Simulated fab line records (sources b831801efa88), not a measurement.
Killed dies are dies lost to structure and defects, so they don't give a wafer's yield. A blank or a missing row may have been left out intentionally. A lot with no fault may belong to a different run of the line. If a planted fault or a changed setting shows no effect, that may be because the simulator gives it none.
Chamber matching + flow gf180mcu + pecvd-01 running GF_V5_CVD_02: 3 sister chambers
The step deposits SiO2 from TEOS, target thk 1450 nm, time 163.28 s. 3 wafers are shown with their chamber, then 9 later ones without.

## EACH WAFER AND ITS CHAMBER
| wafer  | chamber | heater_power_w (W) |
|--------|---------|--------------------|
| L085.1 | 1       | 719                |
| L086.4 | 0       | 611                |
| L086.5 | 2       | 580                |

## WAFERS WHOSE CHAMBER IS MISSING
| wafer  | heater_power_w (W) |
|--------|--------------------|
| L087.2 | 736                |
| L087.3 | 666                |
| L087.5 | 562                |
| L092.1 | 685                |
| L092.2 | 734                |
| L092.4 | 728                |
| L096.1 | 716                |
| L096.2 | 687                |
| L096.6 | 732                |

## CHAMBER TAKEN BY EACH
| wafer  | from the rows above          | in truth                   |
|--------|------------------------------|----------------------------|
| L087.2 | 1                            | 1                          |
| L087.3 | can't be placed: 1 or 0 or 2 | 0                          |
| L087.5 | can't be placed: 2 or 0      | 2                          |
| L092.1 | can't be placed: 1 or 0      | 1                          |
| L092.2 | 1                            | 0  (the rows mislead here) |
| L092.4 | 1                            | 1                          |
| L096.1 | 1                            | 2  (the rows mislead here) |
| L096.2 | can't be placed: 1 or 0      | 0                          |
| L096.6 | 1                            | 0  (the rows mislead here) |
Correct placement for 2 of the 9. Can't be placed from these rows: 4 (the true chamber is among the candidates in 4). Wrongly placed: 3.
How it was worked out, from the rows above alone: a wafer's distance from a chamber is the root of the sum, over the readings, of the square of ((its reading less the chamber's mean) divided by the reading's scatter). If the next closest chamber is less than 2 further off than the closest, the wafer can't be placed; otherwise it belongs to the closest. For every chamber, the mean is computed from those of its wafers that are shown. The scatter (one wafer shown for each chamber): square how far every hidden wafer sits from the nearest shown wafer, average those squares and take the square root.
